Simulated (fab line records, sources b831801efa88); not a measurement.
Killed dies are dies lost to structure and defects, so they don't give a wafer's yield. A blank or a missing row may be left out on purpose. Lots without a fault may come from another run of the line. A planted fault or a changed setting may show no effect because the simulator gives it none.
Which tool did it? | flow gf180mcu | 6 lots, 18 wafers sampled, at 2 steps of a route of 602

WHAT THE GAUGES READ, wafer by wafer
GF_V3_THK_MEAS_01.
lot  | measured     | on            | V3_CVD_00_THK (nm)
L827 | day 22 07:53 | film_metro-01 | 602 599 596
L830 | day 23 01:53 | film_metro-02 | 590 590 601
L832 | day 23 17:49 | film_metro-03 | 599 600 595
L841 | day 28 00:49 | film_metro-01 | 594 594 596
L844 | day 28 18:49 | film_metro-02 | 597 599 595
L847 | day 29 05:20 | film_metro-02 | 605 598 597

WHICH TOOL RAN EACH LOT (tool, then ch and the chambers of the sampled wafers, then the start)
lot  | GF_V3_CVD_00
L827 | hdpcvd-02 ch 0,1,2, day 22 07:47
L830 | hdpcvd-02 ch 0,1,2, day 23 01:49
L832 | hdpcvd-01 ch 0,1, day 23 17:44
L841 | hdpcvd-01 ch 0,1,2, day 28 00:44
L844 | hdpcvd-01 ch 0,2, day 28 18:44
L847 | hdpcvd-02 ch 1,2, day 29 05:16
- GF_V3_CVD_00: deposits SiO2, target thk 600 nm, time 100 s.

THE ANSWER, worked out from the rows above alone
Rule: what is usual is taken from the lots themselves. Put in order of their means at a reading, lots are off if they are a third of the lots or fewer, leave a main group of 4 or more, and stand apart from it by a gap of 3 or more times the standard deviation of the main group's means; of several such gaps the widest counts. A main group whose means are all the same, to the digits that the tables above print for the reading, isn't used. A lot without any number at a reading at which 4 lots or more have one is off too. The other lots that the step has rows for count as sound.
No lot is off at any reading shown: from this, nothing can be told.

WHAT THE SIMULATOR HAD PUT IN
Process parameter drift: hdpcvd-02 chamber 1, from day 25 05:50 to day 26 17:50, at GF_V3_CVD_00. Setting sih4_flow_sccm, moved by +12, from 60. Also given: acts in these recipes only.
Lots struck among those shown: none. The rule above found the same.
